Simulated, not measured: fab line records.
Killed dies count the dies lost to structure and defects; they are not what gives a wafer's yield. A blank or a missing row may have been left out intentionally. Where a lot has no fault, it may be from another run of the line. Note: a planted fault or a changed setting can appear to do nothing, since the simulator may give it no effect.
fab line records	flow sky130
[record] lots = 14	wafers = 37	last-day = 50
route steps=708 shown FIELD_ISO@11 LI_CONTACT@365 LOCAL_INTERCONNECT@388 PAD_OPEN@708
lots that met no fault: taken from a fault-free run of the same line
start-h: start of the lot's first displayed wafer, in hours after the record's first day	wait-h: hours from the lot's prior step to this one	" same as the row above	L1.1+2: a row that stands for several wafers	- no value, or no start given	* or withheld: withheld	< > ~ a bound
route shown NAME@n: NAME is a module with steps in the file, n the number in the route of the first one	usual: mean/standard deviation of fault-free wafers	same: alike in all rows	chamber/n: place in a boat	sites: readings site by site	_std_site: how widely they spread, as a standard deviation	_edge_site: the outer-site mean with the inner-site mean subtracted	radius-mm: how far each site lies from the wafer's centre	mask NAME#n: copy n	behind: tool/chamber where the wafer was last shaped	hold: why the lot was held/for how many hours/how that ended	device: the transistor (n, p or np) that didn't switch	end of line: the route-end tests of the same wafers	a step given without rows: its recipe and nothing more	killed: at the first sort, the dies lost to defects and structure; wafer yield is something else	map: dies across one wafer; x = killed, . = not, _ = none there
set.NAME: the setting that was run; set.NAME@STEP: the one run at that earlier step	model.NAME: the simulator's own value behind a step, which no gauge read
a sample of lots followed through the steps of the route, with each step as a table and each wafer as a row
services: from which hour (start-h, from the record's first day; less than 0 if before it) a tool's chamber was out of use, for how many hours, and why
[[steps]]
[step SKY_FIELD_ISO_EXPOSE_10]
[recipe] mask-id = FOM	na = 0.68	source-shape = annular	sigma-inner = 0.4	sigma-outer = 0.8	target-cd-nm = 150	dose-mj = 28
lot.wafer	tool	chamber	start-h	wait-h	mask
L752.2+3+5	krf-scanner-01	0	24.47	-	FOM#0
L753.1+4+5	krf-scanner-02	0	28.68	-	FOM#0
L754.1+4+6	krf-scanner-02	0	34.97	-	FOM#0
L756.2+5+6	krf-scanner-01	0	46.22	-	FOM#0
L760.1	krf-scanner-02	0	64.13	-	FOM#0
L761.4+5+6	krf-scanner-01	0	71.51	-	FOM#0
L762.1	krf-scanner-02	0	76.00	-	FOM#0
L763.2+3	krf-scanner-02	0	78.97	-	FOM#0
L765.2+4+5	krf-scanner-01	0	88.75	-	FOM#0
L767.1+3+5	krf-scanner-01	0	97.18	-	FOM#0
L768.3+4+6	krf-scanner-01	0	102.61	-	FOM#0
L770.2+5+6	krf-scanner-01	0	113.47	-	FOM#0
L774.3+5+6	krf-scanner-01	0	136.86	-	FOM#0
L775.1+3+5	krf-scanner-02	0	140.03	-	FOM#0
[step SKY_FIELD_ISO_CD_MEAS_13]
[recipe] target-cd-nm = 150
[usual] cd-nm = 150.0/1.4
lot.wafer	tool	chamber	start-h	wait-h	hold	cd-nm
L752.2	cd-sem-01	-	31.92	-	-	148.4
L752.3	"	-	"	"	-	149.4
L752.5	"	-	"	"	-	149.3
L753.1	cd-sem-02	-	35.78	-	-	148.4
L753.4	"	-	"	"	-	149.9
L753.5	"	-	"	"	-	148.6
L754.1	cd-sem-02	-	42.45	-	-	151.3
L754.4	"	-	"	"	-	150.8
L754.6	"	-	"	"	-	150.6
L756.2	cd-sem-02	-	52.89	-	-	148.2
L756.5	"	-	"	"	-	148.2
L756.6	"	-	"	"	-	149.6
L760.1	cd-sem-02	-	71.58	-	await-dispo/0.2h/release	84.7
L760.1	cd-sem-02	-	71.86	0.3	-	84.2
L761.4	cd-sem-01	-	79.64	-	-	149.8
L761.5	"	-	"	"	-	148.8
L761.6	"	-	"	"	-	149.1
L762.1	cd-sem-01	-	84.45	-	await-dispo/0.2h/release	84.5
L762.1	cd-sem-01	-	84.74	0.3	-	84.6
L763.2	cd-sem-02	-	87.19	-	await-dispo/0.2h/release	149.0
L763.3	"	-	"	"	await-dispo/0.2h/release	85.6
L763.2	cd-sem-02	-	87.48	0.3	-	148.9
L763.3	"	-	"	"	-	86.7
L765.2	cd-sem-01	-	96.54	-	-	150.1
L765.4	"	-	"	"	-	149.6
L765.5	"	-	"	"	-	149.8
L767.1	cd-sem-02	-	106.18	-	-	148.4
L767.3	"	-	"	"	-	147.6
L767.5	"	-	"	"	-	149.9
L768.3	cd-sem-01	-	111.22	-	-	149.2
L768.4	"	-	"	"	-	149.8
L768.6	"	-	"	"	-	149.8
L770.2	cd-sem-02	-	122.29	-	-	148.8
L770.5	"	-	"	"	-	148.8
L770.6	"	-	"	"	-	148.8
L774.3	cd-sem-01	-	146.27	-	-	152.1
L774.5	"	-	"	"	-	152.7
L774.6	"	-	"	"	-	153.5
L775.1	cd-sem-01	-	149.08	-	-	148.2
L775.3	"	-	"	"	-	148.9
L775.5	"	-	"	"	-	148.8
[step SKY_LI_CONTACT_BOW_MEAS_03]
[recipe] mode = bow
[usual] LI_CONTACT_BOW = 56/6.7
lot.wafer	tool	chamber	start-h	wait-h	LI_CONTACT_BOW[um]
L752.2	film-metro-03	-	640.95	0.2	61
L752.3	"	-	"	"	49
L752.5	"	-	"	"	49
L753.1	film-metro-03	-	656.58	0.2	57
L753.4	"	-	"	"	63
L753.5	"	-	"	"	58
L754.1	film-metro-04	-	685.55	0.1	60
L754.4	"	-	"	"	55
L754.6	"	-	"	"	66
L756.2	film-metro-01	-	698.33	0.2	49
L756.5	"	-	"	"	50
L756.6	"	-	"	"	66
L761.4	film-metro-03	-	725.25	0.2	62
L761.5	"	-	"	"	54
L761.6	"	-	"	"	46
L763.2	film-metro-01	-	743.31	0.2	54
L765.2	film-metro-04	-	751.75	0.2	54
L765.4	"	-	"	"	58
L765.5	"	-	"	"	55
L767.1	film-metro-04	-	754.70	0.2	43
L767.3	"	-	"	"	61
L767.5	"	-	"	"	64
L768.3	film-metro-04	-	759.28	0.2	55
L768.4	"	-	"	"	63
L768.6	"	-	"	"	60
L770.2	film-metro-03	-	779.40	0.2	52
L770.5	"	-	"	"	59
L770.6	"	-	"	"	46
L774.3	film-metro-04	-	809.90	0.2	61
L774.5	"	-	"	"	46
L774.6	"	-	"	"	54
L775.1	film-metro-01	-	812.74	0.1	57
L775.3	"	-	"	"	59
L775.5	"	-	"	"	55
[step SKY_LI_CONTACT_OVL_MEAS_13]
[usual] LI_CONTACT_OVL = -4/5.4
lot.wafer	tool	chamber	start-h	wait-h	LI_CONTACT_OVL[nm]
L752.2	overlay-01	-	668.94	0.1	-12
L752.3	"	-	"	"	-1
L752.5	"	-	"	"	-1
L753.1	overlay-01	-	683.68	0.1	-7
L753.4	"	-	"	"	0
L753.5	"	-	"	"	-11
L754.1	overlay-01	-	712.59	0.1	0
L754.4	"	-	"	"	-6
L754.6	"	-	"	"	-12
L756.2	overlay-01	-	725.99	0.1	3
L756.5	"	-	"	"	-3
L756.6	"	-	"	"	4
L761.4	overlay-02	-	752.49	0.1	-1
L761.5	"	-	"	"	0
L761.6	"	-	"	"	10
L763.2	overlay-01	-	769.40	0.1	-5
L765.2	overlay-02	-	778.55	0.1	-8
L765.4	"	-	"	"	-9
L765.5	"	-	"	"	-2
L767.1	overlay-02	-	780.64	0.1	-4
L767.3	"	-	"	"	-3
L767.5	"	-	"	"	-8
L768.3	overlay-01	-	786.10	0.1	-1
L768.4	"	-	"	"	-5
L768.6	"	-	"	"	1
L770.2	overlay-01	-	805.13	0.1	-14
L770.5	"	-	"	"	1
L770.6	"	-	"	"	-8
L774.3	overlay-01	-	835.88	0.1	-5
L774.5	"	-	"	"	-1
L774.6	"	-	"	"	-9
L775.1	overlay-02	-	838.82	0.1	-5
L775.3	"	-	"	"	-8
L775.5	"	-	"	"	-3
[step SKY_LOCAL_INTERCONNECT_RS_MEAS_01]
[recipe] thk-meas-gauge = four-point-probe	reads = TiN_of_LOCAL_INTERCONNECT_SPUTTER_00
[usual] LOCAL_INTERCONNECT_TIN_RS = 14.12/0.21
lot.wafer	tool	chamber	start-h	wait-h	LOCAL_INTERCONNECT_TIN_RS[ohm/sq]
L752.2	film-metro-04	-	670.24	0.1	14.05
L752.3	"	-	"	"	14.30
L752.5	"	-	"	"	14.11
L753.1	film-metro-02	-	684.95	0.0	14.23
L753.4	"	-	"	"	14.17
L753.5	"	-	"	"	14.26
L754.1	film-metro-03	-	714.00	0.0	14.22
L754.4	"	-	"	"	14.15
L754.6	"	-	"	"	14.20
L756.2	film-metro-02	-	727.29	0.1	13.88
L756.5	"	-	"	"	13.71
L756.6	"	-	"	"	13.89
L761.4	film-metro-02	-	753.81	0.1	14.04
L761.5	"	-	"	"	14.15
L761.6	"	-	"	"	14.15
L763.2	film-metro-04	-	770.80	0.1	13.76
L765.2	film-metro-04	-	779.82	0.1	14.49
L765.4	"	-	"	"	14.27
L765.5	"	-	"	"	13.99
L767.1	film-metro-03	-	781.92	0.0	14.02
L767.3	"	-	"	"	14.40
L767.5	"	-	"	"	14.36
L768.3	film-metro-04	-	787.40	0.1	13.78
L768.4	"	-	"	"	13.87
L768.6	"	-	"	"	14.24
L770.2	film-metro-03	-	806.40	0.1	14.29
L770.5	"	-	"	"	14.10
L770.6	"	-	"	"	14.26
L774.3	film-metro-02	-	837.20	0.1	14.33
L774.5	"	-	"	"	14.36
L774.6	"	-	"	"	14.36
L775.1	film-metro-02	-	840.08	0.0	14.02
L775.3	"	-	"	"	14.14
L775.5	"	-	"	"	13.85
[step SKY_PAD_OPEN_PROBE_99]
[usual] killed_at_M0_to_M3 = 42/6.1	killed_at_M4_up = 3.3/1.7	killed-at-contacts = 25/5.4	killed-at-front-end = 16/4.6	killed-at-other = 0.4/0.55	killed-dies = 87/8.8	killed-on-rim = 18/3.6	killed-open = 47/7.1	killed-short = 40/5.8
[same] gross-dies = 492	killed-at-back-side = 0
lot.wafer	tool	chamber	start-h	wait-h	hold	killed_at_M0_to_M3	killed_at_M4_up	killed-at-contacts	killed-at-front-end	killed-at-other	killed-dies	killed-on-rim	killed-open	killed-short
L752.2	prober-02	-	1067.29	0.1	-	48	3	23	20	0	94	22	52	42
L752.3	prober-02	-	1067.34	0.2	-	27	4	25	11	1	68	21	29	39
L752.5	prober-02	-	1067.44	0.2	-	41	6	20	18	1	86	16	48	38
L753.1	prober-02	-	1073.11	0.1	-	48	7	29	22	0	106	23	54	52
L753.4	prober-02	-	1073.26	0.2	-	45	5	29	13	0	92	25	49	43
L753.5	prober-02	-	1073.31	0.2	-	46	5	29	15	1	96	18	50	46
L754.1	prober-01	-	1091.58	0.1	-	54	6	26	24	0	110	21	55	55
L754.4	prober-01	-	1091.73	0.2	-	50	2	31	15	0	98	21	58	40
L754.6	prober-01	-	1091.83	0.2	-	46	5	17	23	0	91	20	57	34
L756.2	prober-02	-	1110.67	0.1	-	46	4	22	20	1	93	17	51	42
L756.5	prober-02	-	1110.82	0.2	-	42	2	20	16	0	80	13	41	39
L756.6	prober-02	-	1110.87	0.2	-	53	2	19	23	1	98	22	52	46
L760.1	prober-02	-	1122.43	0.1	-	50	2	26	413	1	492	96	55	35
L761.4	prober-02	-	1130.02	0.2	-	39	1	32	18	1	91	17	52	37
L761.5	prober-02	-	1130.07	0.2	-	38	3	29	15	0	85	15	48	35
L761.6	prober-02	-	1130.12	0.2	-	41	6	24	20	0	91	20	51	38
L762.1	prober-02	-	1131.55	0.1	-	38	3	24	425	2	492	96	46	49
L763.2	prober-02	-	1138.60	0.1	await-dispo/2.1h/release	41	2	33	11	1	88	14	52	35
L763.3	prober-02	-	1138.65	0.2	await-dispo/2.1h/release	43	4	26	419	0	492	96	48	44
L765.2	prober-01	-	1142.34	0.1	-	43	3	27	17	1	91	15	50	41
L765.4	prober-01	-	1142.44	0.2	-	36	3	23	13	1	76	17	38	38
L765.5	prober-01	-	1142.49	0.2	-	37	3	28	17	0	85	16	43	42
L767.1	prober-01	-	1152.94	0.1	-	48	2	16	15	1	82	13	35	47
L767.3	prober-01	-	1153.04	0.2	-	39	2	28	16	0	85	14	45	39
L767.5	prober-01	-	1153.14	0.2	-	44	2	31	10	0	87	18	55	32
L768.3	prober-01	-	1156.51	0.2	-	35	3	24	14	1	77	16	37	39
L768.4	prober-01	-	1156.56	0.2	-	46	2	28	11	0	87	19	55	32
L768.6	prober-01	-	1156.66	0.2	-	42	0	23	24	0	89	12	53	35
L770.2	prober-02	-	1162.05	0.1	-	39	5	17	14	0	75	17	38	37
L770.5	prober-02	-	1162.20	0.2	-	44	2	19	14	2	81	14	47	33
L770.6	prober-02	-	1162.25	0.2	-	47	2	17	16	1	83	18	45	35
L774.3	prober-02	-	1190.05	0.2	-	36	5	13	22	1	77	9	39	38
L774.5	prober-02	-	1190.15	0.2	-	39	1	29	16	0	85	12	45	40
L774.6	prober-02	-	1190.20	0.2	-	50	3	26	19	1	99	25	48	51
L775.1	prober-01	-	1191.45	0.1	-	30	4	21	14	1	70	14	30	40
L775.3	prober-01	-	1191.55	0.2	-	33	2	31	18	0	84	21	47	37
L775.5	prober-01	-	1191.65	0.2	-	40	2	17	12	0	71	14	40	30
// killed by level:class
L752.2 FIELD_ISO:geometric-particle:open=10 VIA1:geometric-particle:open=8 VIA2:geometric-particle:open=8 CONTACT:geometric-particle:open=7 METAL1:geometric-particle:short=7 VIA1:geometric-particle:short=7 VIA3:geometric-particle:open=7 FIELD_ISO:geometric-particle:short=6
L752.3 CONTACT:geometric-particle:open=8 METAL2:geometric-particle:short=6 FIELD_ISO:geometric-particle:open=5 LOCAL_INTERCONNECT:geometric-particle:short=5 FIELD_ISO:geometric-particle:short=4 LI_CONTACT:geometric-particle:short=4 LI_CONTACT:geometric-particle:open=4 CONTACT:geometric-particle:short=4
L752.5 VIA1:geometric-particle:open=12 CONTACT:geometric-particle:open=10 FIELD_ISO:geometric-particle:open=7 METAL1:geometric-particle:open=5 METAL1:geometric-particle:short=4 FIELD_ISO:geometric-particle:short=4 LI_CONTACT:geometric-particle:short=4 METAL4:geometric-particle:short=4
L753.1 VIA1:geometric-particle:open=14 CONTACT:geometric-particle:short=8 CONTACT:geometric-particle:open=8 POLY_GATE:geometric-particle:open=7 LI_CONTACT:geometric-particle:open=7 VIA2:geometric-particle:open=6 POLY_GATE:geometric-particle:short=5 VIA1:geometric-particle:short=5
L753.4 CONTACT:geometric-particle:open=11 VIA1:geometric-particle:open=9 VIA3:geometric-particle:open=8 FIELD_ISO:geometric-particle:open=6 METAL3:geometric-particle:short=6 LI_CONTACT:geometric-particle:open=5 LOCAL_INTERCONNECT:geometric-particle:short=5 VIA1:geometric-particle:short=5
L753.5 LI_CONTACT:geometric-particle:open=8 CONTACT:geometric-particle:open=8 VIA1:geometric-particle:open=8 VIA3:geometric-particle:open=7 VIA1:geometric-particle:short=7 VIA2:geometric-particle:open=7 LOCAL_INTERCONNECT:geometric-particle:short=6 POLY_GATE:geometric-particle:short=5
L754.1 VIA1:geometric-particle:open=12 CONTACT:geometric-particle:open=11 FIELD_ISO:geometric-particle:open=7 VIA1:geometric-particle:short=7 FIELD_ISO:geometric-particle:short=6 VIA3:geometric-particle:short=6 VIA3:geometric-particle:open=6 LOCAL_INTERCONNECT:geometric-particle:short=5
L754.4 CONTACT:geometric-particle:open=11 VIA1:geometric-particle:open=10 LI_CONTACT:geometric-particle:open=10 METAL1:geometric-particle:short=8 VIA2:geometric-particle:open=8 CONTACT:geometric-particle:short=7 VIA3:geometric-particle:open=7 FIELD_ISO:geometric-particle:short=5
L754.6 VIA1:geometric-particle:open=16 FIELD_ISO:geometric-particle:open=8 CONTACT:geometric-particle:open=8 VIA3:geometric-particle:open=7 VIA2:geometric-particle:open=5 LI_CONTACT:geometric-particle:open=5 METAL3:geometric-particle:short=5 METAL4:geometric-particle:short=5
L756.2 VIA1:geometric-particle:open=8 LI_CONTACT:geometric-particle:open=8 CONTACT:geometric-particle:open=7 VIA3:geometric-particle:open=6 POLY_GATE:geometric-particle:short=5 LI_CONTACT:geometric-particle:short=5 METAL1:geometric-particle:short=5 METAL2:geometric-particle:short=5
L756.5 CONTACT:geometric-particle:open=6 VIA1:geometric-particle:open=6 METAL2:geometric-particle:short=6 VIA2:geometric-particle:open=6 LI_CONTACT:geometric-particle:open=5 METAL1:geometric-particle:short=5 VIA1:geometric-particle:short=5 FIELD_ISO:geometric-particle:open=4
L756.6 VIA1:geometric-particle:open=11 POLY_GATE:geometric-particle:short=10 METAL2:geometric-particle:short=7 LI_CONTACT:geometric-particle:open=7 CONTACT:geometric-particle:open=7 VIA3:geometric-particle:open=7 VIA2:geometric-particle:open=7 VIA1:geometric-particle:short=6
L760.1 FIELD_ISO:area-expose=401 VIA2:geometric-particle:open=11 CONTACT:geometric-particle:open=9 VIA1:geometric-particle:open=9 VIA3:geometric-particle:open=8 LI_CONTACT:geometric-particle:open=7 METAL2:geometric-particle:short=7 VIA1:geometric-particle:short=5
L761.4 CONTACT:geometric-particle:open=12 VIA1:geometric-particle:open=10 VIA3:geometric-particle:open=9 LI_CONTACT:geometric-particle:open=6 CONTACT:geometric-particle:short=6 METAL1:geometric-particle:short=6 POLY_GATE:geometric-particle:open=5 LI_CONTACT:geometric-particle:short=4
L761.5 CONTACT:geometric-particle:open=11 LI_CONTACT:geometric-particle:open=9 VIA2:geometric-particle:open=7 LI_CONTACT:geometric-particle:short=6 VIA1:geometric-particle:open=5 VIA1:geometric-particle:short=4 METAL2:geometric-particle:short=4 VIA2:geometric-particle:short=4
L761.6 VIA1:geometric-particle:open=8 LI_CONTACT:geometric-particle:open=8 CONTACT:geometric-particle:open=6 VIA3:geometric-particle:open=6 VIA2:geometric-particle:open=5 SPACER:geometric-particle:open=4 CONTACT:geometric-particle:short=4 METAL2:geometric-particle:short=4
L762.1 FIELD_ISO:area-expose=397 CONTACT:geometric-particle:open=9 VIA1:geometric-particle:open=8 FIELD_ISO:geometric-particle:short=7 POLY_GATE:geometric-particle:open=7 LOCAL_INTERCONNECT:geometric-particle:short=7 METAL2:geometric-particle:short=6 POLY_GATE:geometric-particle:short=5
L763.2 LI_CONTACT:geometric-particle:open=16 METAL1:geometric-particle:short=10 VIA2:geometric-particle:open=8 CONTACT:geometric-particle:open=7 VIA3:geometric-particle:open=6 VIA1:geometric-particle:open=5 METAL2:geometric-particle:short=5 LOCAL_INTERCONNECT:geometric-particle:short=4
L763.3 FIELD_ISO:area-expose=400 VIA1:geometric-particle:open=10 METAL1:geometric-particle:short=9 CONTACT:geometric-particle:open=8 FIELD_ISO:geometric-particle:open=7 VIA2:geometric-particle:open=6 CONTACT:geometric-particle:short=6 LI_CONTACT:geometric-particle:open=5
L765.2 VIA1:geometric-particle:open=12 VIA3:geometric-particle:open=10 LI_CONTACT:geometric-particle:open=7 POLY_GATE:geometric-particle:short=6 LOCAL_INTERCONNECT:geometric-particle:short=6 CONTACT:geometric-particle:open=6 VIA2:geometric-particle:open=5 FIELD_ISO:geometric-particle:short=4
L765.4 CONTACT:geometric-particle:short=8 VIA1:geometric-particle:open=8 LI_CONTACT:geometric-particle:open=8 METAL1:geometric-particle:short=8 FIELD_ISO:geometric-particle:short=4 CONTACT:geometric-particle:open=4 VIA2:geometric-particle:open=4 VIA3:geometric-particle:open=3
L765.5 VIA1:geometric-particle:open=9 CONTACT:geometric-particle:open=9 LI_CONTACT:geometric-particle:short=6 FIELD_ISO:geometric-particle:short=5 CONTACT:geometric-particle:short=5 VIA2:geometric-particle:open=5 VIA3:geometric-particle:open=5 LI_CONTACT:geometric-particle:open=4
L767.1 METAL1:geometric-particle:short=9 VIA1:geometric-particle:open=8 METAL2:geometric-particle:short=7 POLY_GATE:geometric-particle:open=6 CONTACT:geometric-particle:short=6 LI_CONTACT:geometric-particle:open=5 METAL3:geometric-particle:short=5 VIA1:geometric-particle:short=4
L767.3 LI_CONTACT:geometric-particle:open=9 VIA1:geometric-particle:open=7 VIA2:geometric-particle:open=7 LOCAL_INTERCONNECT:geometric-particle:short=6 CONTACT:geometric-particle:open=6 METAL2:geometric-particle:short=6 POLY_GATE:geometric-particle:open=5 VIA1:geometric-particle:short=4
L767.5 LI_CONTACT:geometric-particle:open=11 CONTACT:geometric-particle:open=10 VIA1:geometric-particle:open=9 METAL2:geometric-particle:short=6 VIA2:geometric-particle:open=6 VIA3:geometric-particle:open=6 METAL2:geometric-particle:open=5 VIA2:geometric-particle:short=5
L768.3 CONTACT:geometric-particle:short=7 CONTACT:geometric-particle:open=7 LI_CONTACT:geometric-particle:open=6 VIA1:geometric-particle:short=6 METAL2:geometric-particle:short=6 VIA2:geometric-particle:open=6 METAL1:geometric-particle:short=5 VIA1:geometric-particle:open=5
L768.4 VIA1:geometric-particle:open=12 CONTACT:geometric-particle:open=10 LI_CONTACT:geometric-particle:open=8 FIELD_ISO:geometric-particle:open=6 VIA2:geometric-particle:open=6 LOCAL_INTERCONNECT:geometric-particle:short=4 VIA1:geometric-particle:short=4 METAL1:geometric-particle:short=4
L768.6 CONTACT:geometric-particle:open=9 METAL1:geometric-particle:short=9 VIA2:geometric-particle:open=9 FIELD_ISO:geometric-particle:open=6 VIA1:geometric-particle:open=6 FIELD_ISO:geometric-particle:short=5 VIA3:geometric-particle:open=5 POLY_GATE:geometric-particle:open=4
L770.2 METAL1:geometric-particle:short=9 VIA2:geometric-particle:open=7 LI_CONTACT:geometric-particle:open=6 VIA1:geometric-particle:open=6 CONTACT:geometric-particle:open=5 FIELD_ISO:geometric-particle:open=4 VIA3:geometric-particle:short=4 METAL4:geometric-particle:short=4
L770.5 VIA1:geometric-particle:open=9 LI_CONTACT:geometric-particle:open=6 CONTACT:geometric-particle:open=6 METAL2:geometric-particle:short=6 VIA2:geometric-particle:open=6 VIA3:geometric-particle:open=5 FIELD_ISO:geometric-particle:short=4 POLY_GATE:geometric-particle:open=4
L770.6 VIA1:geometric-particle:open=11 METAL1:geometric-particle:short=10 CONTACT:geometric-particle:open=6 VIA3:geometric-particle:open=6 LI_CONTACT:geometric-particle:open=5 POLY_GATE:geometric-particle:open=4 METAL2:geometric-particle:short=4 FIELD_ISO:geometric-particle:short=3
L774.3 VIA1:geometric-particle:open=8 POLY_GATE:geometric-particle:open=6 VIA2:geometric-particle:open=6 FIELD_ISO:geometric-particle:open=5 CONTACT:geometric-particle:open=5 METAL2:geometric-particle:short=5 CONTACT:geometric-particle:short=5 VIA2:geometric-particle:short=5
L774.5 VIA1:geometric-particle:open=9 CONTACT:geometric-particle:open=7 METAL2:geometric-particle:short=7 VIA2:geometric-particle:open=7 LI_CONTACT:geometric-particle:open=6 LOCAL_INTERCONNECT:geometric-particle:short=6 FIELD_ISO:geometric-particle:short=5 FIELD_ISO:geometric-particle:open=4
L774.6 CONTACT:geometric-particle:open=11 VIA2:geometric-particle:open=7 METAL2:geometric-particle:short=7 CONTACT:geometric-particle:short=6 METAL1:geometric-particle:short=6 VIA1:geometric-particle:short=6 VIA3:geometric-particle:open=6 METAL3:geometric-particle:short=5
L775.1 METAL1:geometric-particle:short=6 CONTACT:geometric-particle:open=6 FIELD_ISO:geometric-particle:short=5 VIA3:geometric-particle:open=5 POLY_GATE:geometric-particle:short=4 LI_CONTACT:geometric-particle:short=4 LOCAL_INTERCONNECT:geometric-particle:short=4 VIA1:geometric-particle:open=4
L775.3 CONTACT:geometric-particle:open=11 LI_CONTACT:geometric-particle:open=10 FIELD_ISO:geometric-particle:open=9 METAL1:geometric-particle:short=7 VIA1:geometric-particle:open=5 VIA3:geometric-particle:open=5 CONTACT:geometric-particle:short=5 FIELD_ISO:geometric-particle:short=4
L775.5 VIA1:geometric-particle:open=9 CONTACT:geometric-particle:open=7 VIA2:geometric-particle:open=6 LI_CONTACT:geometric-particle:open=5 METAL2:geometric-particle:short=5 VIA3:geometric-particle:open=5 VIA1:geometric-particle:short=4 POLY_GATE:geometric-particle:short=4
[[services]]
tool	chamber	start-h	hours	kind
krf-scanner-01	-	19.81	0.8	pm
krf-scanner-02	-	36.41	0.8	pm
krf-scanner-02	-	42.41	1.3	pm
krf-scanner-02	0	70.70	-	calibration
krf-scanner-01	0	73.65	-	calibration
krf-scanner-02	-	79.58	0.6	repair
krf-scanner-02	-	96.17	1.0	pm
krf-scanner-02	-	103.25	4.3	repair
krf-scanner-01	-	106.10	4.2	repair
[[key]]
[first-sign] step = SKY_FIELD_ISO_CD_MEAS_13	reading = visit	direction = added
[effect] step = SKY_FIELD_ISO_CD_MEAS_13	reading = cd-nm	direction = down	sigmas = 46	usual = 150.0	struck = 84.9
[effect] step = SKY_PAD_OPEN_PROBE_99	reading = killed-at-front-end	direction = up	sigmas = 87	usual = 16	struck = 419
[more-kills-born-at] SKY_FIELD_ISO_EXPOSE_10@krf-scanner-02 = 1198
met-at SKY_FIELD_ISO_EXPOSE_10
struck-lots L760,L762,L763
struck-wafers L760.1,L762.1,L763.3
later-rows-left-out L760.1,L762.1,L763.3
tester-left-out L760,L762,L763
not-acting-at SKY_LI_CONTACT_BOW_MEAS_03,SKY_LI_CONTACT_OVL_MEAS_13,SKY_LOCAL_INTERCONNECT_RS_MEAS_01
onset-between 34.97 64.13
[fault] kind = process-parameter-drift	tool = krf-scanner-02	chamber = -	onset-h = 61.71	steps = SKY_FIELD_ISO_EXPOSE_10	channel = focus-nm	offset = 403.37	shape = step	end-h = 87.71	scope = struck-wafers-only
// tester-left-out: of these lots the tester's yield and bins aren't shown, on N5 and GAA mostly nor the transistor test; their killed dies are dies lost to structure and defects alone, not to doping, threshold or leakage, so they don't give the yield
// later-rows-left-out: the simulator's readings of these wafers behind a module that went badly wrong aren't trusted and aren't shown, but for the sort
